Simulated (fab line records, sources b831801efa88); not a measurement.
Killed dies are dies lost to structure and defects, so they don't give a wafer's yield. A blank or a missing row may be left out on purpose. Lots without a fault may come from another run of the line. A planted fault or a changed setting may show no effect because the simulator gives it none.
One fault seen from 2 desks | flow sky130 | each desk has only its own numbers; what lay behind them comes last

THE TOOL OWNER'S DESK: implanter-02
The tool's own readings at SKY_NWELL_IMPLANT_13: means of the sampled wafers that have a number, for each lot that ran on this tool. A lot is out of limits, marked OUT, if its mean lies more than 4 standard deviations from the usual mean; the brackets give that distance.
Columns: A = beam_on_s at SKY_NWELL_IMPLANT_13, usual 10.01 s; B = faraday_current_uA at SKY_NWELL_IMPLANT_13, usual 3.95
lot  | first seen here | A                | B
L568 | day 4 19:31     | 9.79             | 4.03
L571 | day 5 12:20     | 10.00            | 3.96
L572 | day 5 16:04     | 10.10            | 3.90
L577 | day 7 04:33     | 10.88 (+4.3) OUT | 3.65
L580 | day 7 16:18     | 10.62            | 3.73
L588 | day 10 03:39    | 10.06            | 3.93
This desk's finding: out of limits on L577; first on L577, day 7 04:33 (beam_on_s at SKY_NWELL_IMPLANT_13). In limits: L568, L571, L572, L580, L588.

THE METROLOGY DESK
What the gauges read, lot by lot, whatever tool the lot ran on: means of the sampled wafers that have a number. A lot is out of limits, marked OUT, if its mean lies more than 4 standard deviations from the usual mean; the brackets give that distance.
Columns: A = DNWELL_TW at SKY_DNWELL_TW_MEAS_09, usual 1116
lot  | first seen here | A
L567 | day 3 05:43     | 1129
L568 | day 3 12:10     | 1122
L569 | day 3 15:19     | 1107
L571 | day 4 02:55     | 1107
L572 | day 4 05:37     | 1117
L577 | day 5 15:16     | 1113
L580 | day 6 03:13     | 1110
L583 | day 6 16:28     | 1111
L586 | day 7 13:58     | 1117
L587 | day 8 03:55     | 1106
L589 | day 8 07:52     | 1126
L588 | day 8 08:19     | 1117
L590 | day 8 15:17     | 1120
This desk's finding: nothing out of limits on any of the 13 lots.

PUT TOGETHER
The tool owner's desk could have raised an alarm at day 7 04:33, on L577.
The metrology desk saw nothing out of limits.
The metrology desk has L577 on record, within its limits.
Of the lots named, all ran SKY_NWELL_IMPLANT_13 on implanter-02.

WHAT THE SIMULATOR HAD PUT IN
Process parameter drift: implanter-02, from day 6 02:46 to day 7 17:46, at SKY_NWELL_IMPLANT_13. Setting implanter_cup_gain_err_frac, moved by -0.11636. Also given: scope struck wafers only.
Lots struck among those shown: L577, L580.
Hours from the fault's start to each desk's first reading out of limits: the tool owner's desk, 26.
